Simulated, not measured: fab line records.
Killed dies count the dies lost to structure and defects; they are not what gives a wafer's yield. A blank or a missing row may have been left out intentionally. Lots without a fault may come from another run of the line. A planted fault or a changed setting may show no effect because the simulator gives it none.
2 desks looking at one fault / flow gf180mcu / only its own numbers are on each desk; what lay behind them is given at the end

== TOOL OWNER'S DESK, pvd sputter-02 ==
The tool's own readings at GF_M4_SPUTTER_01 (material TiN, target thk 30 nm, time 25 s): means of the sampled wafers that have a number, for each lot that ran on this tool. A lot is out of limits, marked OUT, if its mean lies more than 4 standard deviations from the usual mean; the brackets give that distance.
Columns: A = throttle valve pct at GF_M4_SPUTTER_01, usual 29.9 %
lot=L220; first seen here=day 22 18:21; A=29.6
lot=L229; first seen here=day 26 00:12; A=29.8
lot=L231; first seen here=day 26 17:21; A=29.8
This desk's finding: nothing out of limits on any of the 3 lots.

== METROLOGY DESK ==
What the gauges read, lot by lot, whatever tool the lot ran on: means of the sampled wafers that have a number. A lot is out of limits, marked OUT, if its mean lies more than 4 standard deviations from the usual mean; the brackets give that distance.
Columns: A = V3_W_RS at GF_V3_RS_MEAS_24, usual 0.325 ohm/sq; B = V3_W_THK at GF_V3_THK_MEAS_25, usual 360 nm
lot=L220; first seen here=day 22 17:46; A=0.322; B=358
lot=L222; first seen here=day 23 11:56; A=0.322; B=366
lot=L229; first seen here=day 25 23:37; A=0.323; B=371
lot=L231; first seen here=day 26 16:46; A=0.328; B=362
lot=L236; first seen here=day 27 23:00; A=0.326; B=362
lot=L239; first seen here=day 28 15:37; A=0.327; B=367
This desk's finding: nothing out of limits on any of the 6 lots.

== TAKEN TOGETHER ==
Nothing out of limits was seen by the tool owner's desk.
The metrology desk saw nothing out of limits.

== WHAT WAS PUT IN BY THE SIMULATOR ==
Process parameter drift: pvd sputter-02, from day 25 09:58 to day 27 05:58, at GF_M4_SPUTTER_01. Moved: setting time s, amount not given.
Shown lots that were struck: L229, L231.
